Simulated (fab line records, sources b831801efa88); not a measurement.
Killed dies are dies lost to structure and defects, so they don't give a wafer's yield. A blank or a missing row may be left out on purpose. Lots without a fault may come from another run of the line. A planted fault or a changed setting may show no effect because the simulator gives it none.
Which tool did it? | flow sky130 | 12 lots, 36 wafers sampled, at 1 step of a route of 708

WHAT THE GAUGES READ, wafer by wafer
SKY_FIELD_ISO_THK_MEAS_25.
lot  | measured    | on            | FIELD_ISO_CVD_24_THK (nm)
L075 | day 2 11:03 | film_metro-03 | 596 590 586
L077 | day 2 21:54 | film_metro-03 | 596 582 586
L079 | day 3 09:56 | film_metro-02 | 592 593 593
L081 | day 3 20:21 | film_metro-03 | 604 597 592
L083 | day 4 07:39 | film_metro-04 | 590 592 599
L085 | day 4 18:10 | film_metro-02 | 590 594 599
L087 | day 5 03:35 | film_metro-04 | 599 600 602
L089 | day 5 15:10 | film_metro-04 | 599 596 603
L091 | day 5 23:20 | film_metro-03 | 597 604 599
L093 | day 7 15:44 | film_metro-04 | 596 587 600
L097 | day 7 15:48 | film_metro-04 | 602 597 600
L096 | day 7 15:52 | film_metro-02 | 594 594 590

WHICH TOOL RAN EACH LOT (tool, then ch and the chambers of the sampled wafers, then the start)
The record holds no process step before these readings.

THE ANSWER, worked out from the rows above alone
Rule: what is usual is taken from the lots themselves. Put in order of their means at a reading, lots are off if they are a third of the lots or fewer, leave a main group of 4 or more, and stand apart from it by a gap of 3 or more times the standard deviation of the main group's means; of several such gaps the widest counts. A main group whose means are all the same, to the digits that the tables above print for the reading, isn't used. A lot without any number at a reading at which 4 lots or more have one is off too. The other lots that the step has rows for count as sound.
No lot is off at any reading shown: from this, nothing can be told.

WHAT THE SIMULATOR HAD PUT IN
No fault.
